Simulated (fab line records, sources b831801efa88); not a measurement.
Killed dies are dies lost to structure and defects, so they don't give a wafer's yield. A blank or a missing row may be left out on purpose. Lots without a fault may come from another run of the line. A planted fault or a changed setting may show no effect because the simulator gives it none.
fab line records | flow gf180mcu | part 1 of 2: steps 1 to 25 of 34
record lots=5 wafers=15 last_day=34
route steps=602 shown V3@439 M4@456
lots that met no fault: from a run of the same line without faults
start_h: hours from the record's first day to the start of the lot's first wafer shown | wait_h: hours since the lot's step before | " the same as in the row above | L1.1+2: a row that stands for several wafers | - no value, or no start given | * or withheld: withheld | < > ~ a bound
route shown NAME@n: a module of which the file shows steps, and the number in the route of the first | usual: mean/standard deviation of fault-free wafers | same: alike in all rows | chamber/n: place in a boat | sites: the reading at each site | _std_site: their standard deviation | _edge_site: outer sites' mean less inner sites' | radius_mm: how far each site lies from the wafer's centre | mask NAME#n: copy n | behind: the tool/chamber that last shaped the wafer | hold: why the lot was held/for how many hours/how that ended | device: the transistor (n, p or np) that didn't switch | end of line: the same wafers' tests at the end of the route | a step without rows: its recipe alone | killed: dies lost to structure and defects at the first sort, not the wafer's yield | map: a wafer's dies, x killed, . not, _ none there
set.NAME: the setting as run; set.NAME@STEP: as run at that earlier step | model.NAME: the simulator's own value behind a step, which no gauge read
lots at some steps of the route; a table a step, a row a wafer
services: from which hour (start_h, from the record's first day; less than 0 if before it) a tool's chamber was out of use, for how many hours, and why
## steps
# step GF_V3_SOFTBAKE_10
# recipe temp_c=130 time_s=60 resist=KrF
# usual chill_plate_temp_C=22.99/0.096 exhaust_pa=45.2/0.94
# columns lot.wafer tool chamber start_h wait_h chill_plate_temp_C exhaust_pa
L081.2 litho_track-02 0 - - 23.04 44.5
L081.4 " 0 " " 23.04 44.8
L081.5 " 0 " " 22.99 45.2
L082.4 litho_track-01 0 - - 22.92 45.3
L082.5 " 0 " " 23.00 45.6
L082.6 " 0 " " 22.93 46.6
L084.4 litho_track-01 0 - - 23.08 45.1
L084.5 " 0 " " 23.07 45.6
L084.6 " 0 " " 23.08 45.1
L083.2 litho_track-01 0 - - 23.00 45.9
L083.4 " 0 " " 22.93 44.8
L083.6 " 0 " " 23.04 45.3
L096.1 litho_track-01 0 - - 23.07 44.9
L096.3 " 0 " " 22.98 45.2
L096.5 " 0 " " 23.01 44.9
# step GF_V3_EXPOSE_11
# recipe mask_id=Via3 target_cd_nm=260 na=0.68 source_shape=conventional sigma_outer=0.6 dose_mj=38
# columns lot.wafer tool chamber start_h wait_h mask
L081.2+4+5 krf_scanner-01 0 - - Via3#0
L082.4+5+6 krf_scanner-02 0 - - Via3#0
L084.4+5+6 krf_scanner-01 0 - - Via3#0
L083.2+4+6 krf_scanner-01 0 - - Via3#0
L096.1+3+5 krf_scanner-01 0 - - Via3#0
# step GF_V3_PEB_12
# recipe peb_temp_c=135 peb_time_s=90 resist=KrF
# usual chill_plate_temp_C=23.00/0.11 exhaust_pa=44.9/1
# columns lot.wafer tool chamber start_h wait_h chill_plate_temp_C exhaust_pa
L081.2 litho_track-04 0 - - 22.97 43.4
L081.4 " 0 " " 23.30 43.5
L081.5 " 0 " " 23.06 44.4
L082.4 litho_track-02 0 - - 23.08 45.8
L082.5 " 0 " " 23.18 45.1
L082.6 " 0 " " 23.05 46.1
L084.4 litho_track-04 0 - - 23.11 43.8
L084.5 " 0 " " 22.90 45.7
L084.6 " 0 " " 23.28 43.9
L083.2 litho_track-02 0 - - 23.02 45.3
L083.4 " 0 " " 22.96 46.0
L083.6 " 0 " " 23.01 45.3
L096.1 litho_track-02 0 - - 23.17 44.1
L096.3 " 0 " " 23.22 43.9
L096.5 " 0 " " 23.10 44.7
# step GF_V3_DEVELOP_13
# recipe develop_time_s=60 resist=KrF dev_temp_c=21
# usual chill_plate_temp_C=23.00/0.096 exhaust_pa=45.0/0.97
# columns lot.wafer tool chamber start_h wait_h chill_plate_temp_C exhaust_pa
L081.2 litho_track-04 0 586.84 0.2 23.18 44.4
L081.4 " 0 " " 23.04 44.2
L081.5 " 0 " " 22.98 45.0
L082.4 litho_track-02 0 588.65 0.1 22.98 44.5
L082.5 " 0 " " 23.12 46.3
L082.6 " 0 " " 22.98 44.7
L084.4 litho_track-04 0 596.99 0.1 23.07 45.8
L084.5 " 0 " " 23.12 46.1
L084.6 " 0 " " 23.05 45.6
L083.2 litho_track-02 0 597.20 0.2 23.05 45.1
L083.4 " 0 " " 22.99 46.0
L083.6 " 0 " " 23.13 45.5
L096.1 litho_track-02 0 679.68 0.2 23.13 44.4
L096.3 " 0 " " 23.19 45.6
L096.5 " 0 " " 23.06 45.3
# step GF_V3_CD_MEAS_14
# recipe target_cd_nm=260
# usual cd_nm=259.8/1.2
# columns lot.wafer tool chamber start_h wait_h cd_nm
L081.2 cd_sem-01 - 586.98 0.1 260.1
L081.4 " - " " 261.1
L081.5 " - " " 260.5
L082.4 cd_sem-01 - 588.79 0.1 258.7
L082.5 " - " " 261.1
L082.6 " - " " 260.6
L084.4 cd_sem-01 - 597.12 0.1 263.1
L084.5 " - " " 261.6
L084.6 " - " " 260.3
L083.2 cd_sem-01 - 597.35 0.1 259.8
L083.4 " - " " 260.1
L083.6 " - " " 260.3
L096.1 cd_sem-02 - 679.83 0.1 260.3
L096.3 " - " " 259.8
L096.5 " - " " 261.8
# step GF_V3_OVL_MEAS_15
# usual V3_OVL=-2/5.7
# columns lot.wafer tool chamber start_h wait_h V3_OVL[nm]
L081.2 overlay-02 - 587.09 0.1 -5
L081.4 " - " " -4
L081.5 " - " " -4
L082.4 overlay-02 - 588.86 0.1 -6
L082.5 " - " " 1
L082.6 " - " " -6
L084.4 overlay-01 - 597.20 0.1 -9
L084.5 " - " " -4
L084.6 " - " " -11
L083.2 overlay-02 - 597.45 0.1 -7
L083.4 " - " " -7
L083.6 " - " " -6
L096.1 overlay-02 - 679.95 0.1 -4
L096.3 " - " " -4
L096.5 " - " " -7
# step GF_V3_ETCH_16
# recipe chemistry=N2/H2 target_depth_a=withheld overetch_a=withheld time_s=withheld target=BARC ion_energy_ev=200 source_w=500 bias_w=100 pressure_mtorr=30 n2_flow_sccm=100 h2_flow_sccm=200
# usual drypump_motor_current_A=5.8/0.38 oes_product_au=0.855/0.0051 throttle_valve_pct=13.225/0.0085
# columns lot.wafer tool chamber start_h wait_h drypump_motor_current_A oes_product_au throttle_valve_pct
L081.2 rie_diel-02 3 587.12 0.0 5.7 0.851 13.221
L081.4 " 3 " " 5.7 0.855 13.230
L081.5 " 2 " " 6.4 0.845 13.237
L082.4 rie_diel-02 3 588.90 0.0 5.7 0.861 13.229
L082.5 " 1 " " 5.5 0.858 13.232
L082.6 " 2 " " 6.4 0.859 13.228
L084.4 rie_diel-02 3 597.24 0.0 5.7 0.860 13.243
L084.5 " 2 " " 6.3 0.849 13.222
L084.6 " 1 " " 5.5 0.866 13.221
L083.2 rie_diel-04 2 597.48 0.0 5.5 0.853 13.227
L083.4 " 1 " " 6.1 0.859 13.221
L083.6 " 2 " " 5.4 0.852 13.222
L096.1 rie_diel-04 0 679.98 0.0 5.3 0.861 13.217
L096.3 " 1 " " 6.1 0.849 13.230
L096.5 " 3 " " 6.3 0.860 13.223
# step GF_V3_ETCH_17
# recipe chemistry=C4F8/O2/Ar mask_material=KrF target=SiO2 stop_on=TiN source_w=1500 bias_w=1200 pressure_mtorr=40 c4f8_flow_sccm=withheld O2_flow_sccm=6 Ar_flow_sccm=300 time_s=withheld target_depth_a=6350
# usual oes_product_au=0.856/0.0047
# columns lot.wafer tool chamber start_h wait_h oes_product_au
L081.2 rie_diel-02 3 - - 0.856
L081.4 " 3 " " 0.854
L081.5 " 2 " " 0.851
L082.4 rie_diel-02 3 - - 0.862
L082.5 " 1 " " 0.861
L082.6 " 2 " " 0.856
L084.4 rie_diel-02 3 - - 0.858
L084.5 " 2 " " 0.860
L084.6 " 1 " " 0.852
L083.2 rie_diel-04 2 - - 0.857
L083.4 " 0 " " 0.852
L083.6 " 2 " " 0.863
L096.1 rie_diel-04 0 - - 0.862
L096.3 " 1 " " 0.847
L096.5 " 3 " " 0.861
# step GF_V3_STRIP_18
# recipe chemistry=O2/N2 power_w=1400 pressure_mtorr=1500 platen_temp_c=250 o2_flow_sccm=3000 n2_flow_sccm=300 overash_fraction=0.5
# usual drypump_motor_current_A=5.5/0.5 heater_power_w=308/13 oes_product_au=0.591/0.0049
# columns lot.wafer tool chamber start_h wait_h drypump_motor_current_A heater_power_w oes_product_au rf_hours_counter_h
L081.2 plasma_asher-02 0 587.25 - 4.9 317 0.597 81
L081.4 " 1 " " 5.9 310 0.601 -
L081.5 " 0 " " 4.9 320 0.596 -
L082.4 plasma_asher-01 1 589.05 - 5.1 302 0.591 -
L082.5 " 0 " " 5.8 307 0.595 -
L082.6 " 1 " " 5.1 308 0.585 -
L084.4 plasma_asher-01 0 597.38 - 5.8 308 0.594 -
L084.5 " 0 " " 5.8 319 0.587 -
L084.6 " 1 " " 5.1 307 0.589 -
L083.2 plasma_asher-02 1 597.61 - 5.8 290 0.589 82
L083.4 " 0 " " 4.8 322 0.593 -
L083.6 " 0 " " 4.8 322 0.594 -
L096.1 plasma_asher-02 0 680.11 - 4.8 317 0.590 91
L096.3 " 1 " " 5.9 303 0.595 -
L096.5 " 1 " " 5.8 313 0.588 -
# step GF_V3_STRIP_19
# recipe chemistry=post_etch_residue_remover time_s=1200 temp_c=72.5
# columns lot.wafer tool chamber start_h wait_h
L081.2+4+5 wet_bench-02 2 587.35 0.1
L082.4+5+6 wet_bench-01 3 589.11 0.0
L084.4+5+6 wet_bench-02 0 597.45 0.0
L083.2+4+6 wet_bench-03 1 597.71 0.1
L096.1+3+5 wet_bench-01 3 680.21 0.1
# step GF_V3_CLEAN_20
# recipe chemistry=DIW dry=n2_spin
# columns lot.wafer tool chamber start_h wait_h
L081.2+4+5 wet_bench-03 1 587.69 0.0
L082.4+5+6 wet_bench-03 0 589.45 0.0
L084.4+5+6 wet_bench-01 0 597.79 0.0
L083.2+4+6 wet_bench-01 2 598.05 0.0
L096.1+3+5 wet_bench-02 0 680.55 0.0
# step GF_V3_SPUTTER_21
# recipe material=Ti target_thk_nm=15 chamber_pressure_pa=5 power_w=2500 substrate_temp_c=200 time_s=80.02
# usual throttle_valve_pct=30.3/1
# columns lot.wafer tool chamber start_h wait_h throttle_valve_pct
L081.2 pvd_sputter-02 - 587.79 0.0 32.0
L081.4 " - " " 30.1
L081.5 " - " " 31.9
L082.4 pvd_sputter-02 - 589.58 0.0 32.0
L082.5 " - " " 30.1
L082.6 " - " " 31.0
L084.4 pvd_sputter-02 - 597.88 0.0 30.8
L084.5 " - " " 31.1
L084.6 " - " " 30.8
L083.2 pvd_sputter-04 - 598.14 0.0 29.5
L083.4 " - " " 30.5
L083.6 " - " " 30.3
L096.1 pvd_sputter-02 - 680.64 0.0 31.8
L096.3 " - " " 30.9
L096.5 " - " " 31.8
# step GF_V3_SPUTTER_22
# recipe material=TiN target_thk_nm=10 chamber_pressure_pa=5 power_w=4000 time_s=40
# usual throttle_valve_pct=30.3/1
# columns lot.wafer tool chamber start_h wait_h throttle_valve_pct
L081.2 pvd_sputter-02 - 587.85 0.0 32.0
L081.4 " - " " 30.4
L081.5 " - " " 32.2
L082.4 pvd_sputter-02 - 589.63 0.0 31.9
L082.5 " - " " 30.5
L082.6 " - " " 31.1
L084.4 pvd_sputter-02 - 597.94 0.0 31.0
L084.5 " - " " 31.0
L084.6 " - " " 30.7
L083.2 pvd_sputter-04 - 598.21 0.0 29.3
L083.4 " - " " 30.4
L083.6 " - " " 30.4
L096.1 pvd_sputter-02 - 680.71 0.0 32.1
L096.3 " - " " 30.9
L096.5 " - " " 32.2
# step GF_V3_CVD_23
# recipe material=W target_thk_nm=350 time_s=104.9 temp_c=400 pressure_torr=40
# usual heater_power_w=870/47
# columns lot.wafer tool chamber start_h wait_h heater_power_w
L081.2 cvd_w-01 0 587.89 0.0 875
L081.4 " 1 " " 783
L081.5 " 1 " " 799
L082.4 cvd_w-02 0 589.69 0.0 867
L082.5 " 0 " " 857
L082.6 " 1 " " 936
L084.4 cvd_w-01 1 598.02 0.1 796
L084.5 " 1 " " 787
L084.6 " 0 " " 870
L083.2 cvd_w-02 1 598.24 0.0 934
L083.4 " 1 " " 943
L083.6 " 0 " " 864
L096.1 cvd_w-02 1 680.74 0.0 921
L096.3 " 0 " " 891
L096.5 " 1 " " 945
# step GF_V3_RS_MEAS_24
# recipe thk_meas_gauge=four-point-probe reads=W_of_V3_CVD_23+TiN_of_V3_SPUTTER_22+Ti_of_V3_SPUTTER_21
# usual V3_W_RS=0.327/0.0062
# columns lot.wafer tool chamber start_h wait_h V3_W_RS[ohm/sq]
L081.2 film_metro-04 - 588.02 0.1 0.319
L081.4 " - " " 0.319
L081.5 " - " " 0.323
L082.4 film_metro-01 - 589.83 0.1 0.325
L082.5 " - " " 0.328
L082.6 " - " " 0.329
L084.4 film_metro-04 - 598.15 0.1 0.326
L084.5 " - " " 0.329
L084.6 " - " " 0.323
L083.2 film_metro-01 - 598.38 0.1 0.333
L083.4 " - " " 0.333
L083.6 " - " " 0.333
L096.1 film_metro-04 - 680.86 0.1 0.336
L096.3 " - " " 0.325
L096.5 " - " " 0.339
# step GF_V3_THK_MEAS_25
# recipe thk_meas_gauge=xrf reads=W_of_V3_CVD_23
# usual V3_W_THK=351/8.5
# columns lot.wafer tool chamber start_h wait_h V3_W_THK[nm]
L081.2 film_metro-04 - 588.13 0.1 365
L081.4 " - " " 364
L081.5 " - " " 360
L082.4 film_metro-01 - 589.92 0.1 352
L082.5 " - " " 348
L082.6 " - " " 345
L084.4 film_metro-04 - 598.24 0.1 356
L084.5 " - " " 352
L084.6 " - " " 358
L083.2 film_metro-01 - 598.49 0.1 342
L083.4 " - " " 341
L083.6 " - " " 343
L096.1 film_metro-04 - 680.98 0.1 344
L096.3 " - " " 357
L096.5 " - " " 344
# step GF_V3_CMP_26
# recipe stop_on=SiO2 down_force_psi=3.5 platen_rpm=60 t_overpolish_s=15 target_thk_nm=0 pad_velocity_m_s=0.94248
# usual motor_current_A=11.6/1.3 overpolish_run_s=15.001/0.0084 time_to_endpoint_s=85/5.5
# columns lot.wafer tool chamber start_h wait_h motor_current_A overpolish_run_s time_to_endpoint_s
L081.2 cmp-01 2 588.23 0.1 12.8 15.007 84
L081.4 " 0 " " 13.6 14.990 94
L081.5 " 2 " " 12.6 14.995 83
L082.4 cmp-01 3 589.95 0.0 10.5 14.998 81
L082.6 " 3 " " 11.2 14.992 78
L082.5 " 0 " " 14.1 14.984 90
L084.4 cmp-01 3 598.27 0.0 10.8 15.009 77
L084.6 " 3 " " 11.1 15.003 80
L084.5 " 0 " " 13.9 15.010 93
L083.2 cmp-02 0 598.54 0.0 12.6 15.002 80
L083.4 " 3 " " 10.4 15.001 79
L083.6 " 0 " " 12.8 15.002 80
L096.3 cmp-02 1 681.14 0.1 9.9 15.006 88
L096.1 " 2 " " 11.2 14.986 77
L096.5 " 0 " " 13.2 14.999 79
# step GF_M4_SPUTTER_00
# recipe material=Ti target_thk_nm=37.5 arriving_ion_energy_ev=80 substrate_temp_c=200 chamber_pressure_pa=2 power_w=4000 time_s=150
# usual throttle_valve_pct=29.9/1.2
# columns lot.wafer tool chamber start_h wait_h throttle_valve_pct
L081.2 pvd_sputter-01 - 588.48 0.2 29.4
L081.4 " - " " 29.3
L081.5 " - " " 29.2
L082.4 pvd_sputter-01 - 590.25 0.2 29.2
L082.5 " - " " 28.1
L082.6 " - " " 29.4
L084.4 pvd_sputter-03 - 598.57 0.2 30.9
L084.5 " - " " 28.2
L084.6 " - " " 30.6
L083.2 pvd_sputter-02 - 598.84 0.2 30.7
L083.4 " - " " 30.8
L083.6 " - " " 31.1
L096.1 pvd_sputter-03 - 681.34 0.1 30.5
L096.3 " - " " 28.0
L096.5 " - " " 27.9
# step GF_M4_SPUTTER_01
# recipe material=TiN target_thk_nm=30 power_w=6500 time_s=25 chamber_pressure_pa=0.4
# usual throttle_valve_pct=29.9/1.2
# columns lot.wafer tool chamber start_h wait_h throttle_valve_pct
L081.2 pvd_sputter-01 - 588.58 0.1 29.2
L081.4 " - " " 29.5
L081.5 " - " " 29.2
L082.4 pvd_sputter-01 - 590.35 0.1 29.3
L082.5 " - " " 28.1
L082.6 " - " " 29.4
L084.4 pvd_sputter-03 - 598.67 0.1 30.9
L084.5 " - " " 28.0
L084.6 " - " " 30.4
L083.2 pvd_sputter-02 - 598.94 0.1 30.9
L083.4 " - " " 31.1
L083.6 " - " " 30.9
L096.1 pvd_sputter-03 - 681.44 0.1 30.5
L096.3 " - " " 28.1
L096.5 " - " " 28.1
# step GF_M4_SPUTTER_02
# recipe material=AlCu target_thk_nm=450 power_w=10600 time_s=23.9 chamber_pressure_pa=0.4
# usual throttle_valve_pct=29.9/1.2
# columns lot.wafer tool chamber start_h wait_h throttle_valve_pct
L081.2 pvd_sputter-01 - 588.61 0.0 29.3
L081.4 " - " " 29.3
L081.5 " - " " 29.1
L082.4 pvd_sputter-01 - 590.38 0.0 29.4
L082.5 " - " " 28.3
L082.6 " - " " 29.4
L084.4 pvd_sputter-03 - 598.70 0.0 30.8
L084.5 " - " " 28.3
L084.6 " - " " 30.5
L083.2 pvd_sputter-02 - 598.97 0.0 30.8
L083.4 " - " " 30.8
L083.6 " - " " 30.8
L096.1 pvd_sputter-03 - 681.47 0.0 30.5
L096.3 " - " " 28.1
L096.5 " - " " 28.2
# step GF_M4_SPUTTER_03
# recipe material=Ti target_thk_nm=10 substrate_temp_c=300 chamber_pressure_pa=0.3 power_w=3000 time_s=6.7
# usual throttle_valve_pct=29.9/1.2
# columns lot.wafer tool chamber start_h wait_h throttle_valve_pct
L081.2 pvd_sputter-01 - 588.64 0.0 29.5
L081.4 " - " " 29.2
L081.5 " - " " 28.9
L082.4 pvd_sputter-01 - 590.41 0.0 29.2
L082.5 " - " " 28.3
L082.6 " - " " 29.3
L084.4 pvd_sputter-03 - 598.73 0.0 31.0
L084.5 " - " " 27.7
L084.6 " - " " 30.7
L083.2 pvd_sputter-02 - 599.00 0.0 31.0
L083.4 " - " " 31.2
L083.6 " - " " 30.9
L096.1 pvd_sputter-03 - 681.50 0.0 30.6
L096.3 " - " " 28.1
L096.5 " - " " 28.2
# step GF_M4_SPUTTER_04
# recipe material=TiN target_thk_nm=50 power_w=6500 time_s=41.7 chamber_pressure_pa=0.4
# usual throttle_valve_pct=29.9/1.2
# columns lot.wafer tool chamber start_h wait_h throttle_valve_pct
L081.2 pvd_sputter-01 - 588.66 0.0 29.7
L081.4 " - " " 29.4
L081.5 " - " " 29.2
L082.4 pvd_sputter-01 - 590.43 0.0 29.4
L082.5 " - " " 28.1
L082.6 " - " " 29.2
L084.4 pvd_sputter-03 - 598.75 0.0 31.1
L084.5 " - " " 28.0
L084.6 " - " " 30.2
L083.2 pvd_sputter-02 - 599.02 0.0 30.6
L083.4 " - " " 30.9
L083.6 " - " " 31.0
L096.1 pvd_sputter-03 - 681.52 0.0 30.6
L096.3 " - " " 28.2
L096.5 " - " " 27.9
# step GF_M4_RS_MEAS_05
# recipe thk_meas_gauge=four-point-probe reads=TiN_of_M4_SPUTTER_04+Ti_of_M4_SPUTTER_03+AlCu_of_M4_SPUTTER_02+TiN_of_M4_SPUTTER_01+Ti_of_M4_SPUTTER_00
# usual M4_ALCU_RS=0.0695/0.00089
# columns lot.wafer tool chamber start_h wait_h M4_ALCU_RS[ohm/sq]
L081.2 film_metro-03 - 588.72 0.0 0.0703
L081.4 " - " " 0.0691
L081.5 " - " " 0.0691
L082.4 film_metro-03 - 590.53 0.1 0.0693
L082.5 " - " " 0.0697
L082.6 " - " " 0.0699
L084.4 film_metro-03 - 598.85 0.1 0.0704
L084.5 " - " " 0.0706
L084.6 " - " " 0.0689
L083.2 film_metro-04 - 599.08 0.0 0.0692
L083.4 " - " " 0.0685
L083.6 " - " " 0.0691
L096.1 film_metro-04 - 681.56 0.0 0.0700
L096.3 " - " " 0.0706
L096.5 " - " " 0.0708
# step GF_M4_THK_MEAS_06
# recipe thk_meas_gauge=xrf reads=AlCu_of_M4_SPUTTER_02
# usual M4_ALCU_THK=448/6.1
# columns lot.wafer tool chamber start_h wait_h M4_ALCU_THK[nm]
L081.2 film_metro-03 - 588.83 0.1 443
L081.4 " - " " 451
L081.5 " - " " 448
L082.4 film_metro-03 - 590.62 0.1 450
L082.5 " - " " 447
L082.6 " - " " 442
L084.4 film_metro-03 - 598.94 0.1 444
L084.5 " - " " 442
L084.6 " - " " 450
L083.2 film_metro-04 - 599.19 0.1 450
L083.4 " - " " 453
L083.6 " - " " 451
L096.1 film_metro-04 - 681.68 0.1 446
L096.3 " - " " 439
L096.5 " - " " 440
# step GF_M4_DEHYDRATE_07
# recipe temp_c=200 time_s=60
# usual chill_plate_temp_C=23.00/0.12 exhaust_pa=44.7/0.72
# columns lot.wafer tool chamber start_h wait_h chill_plate_temp_C exhaust_pa
L081.2 litho_track-03 0 598.49 9.6 22.99 45.0
L081.4 " 0 " " 23.20 45.8
L081.5 " 0 " " 23.15 45.5
L082.4 litho_track-01 0 600.11 9.5 22.93 43.9
L082.5 " 0 " " 23.05 43.2
L082.6 " 0 " " 22.99 44.7
L084.4 litho_track-01 0 608.81 9.9 22.98 44.9
L084.5 " 0 " " 23.00 44.1
L084.6 " 0 " " 22.93 44.4
L083.2 litho_track-03 0 608.99 9.8 23.23 44.7
L083.4 " 0 " " 23.06 44.3
L083.6 " 0 " " 23.02 43.8
L096.1 litho_track-03 0 690.61 8.9 23.02 44.8
L096.3 " 0 " " 22.97 44.4
L096.5 " 0 " " 23.06 45.6
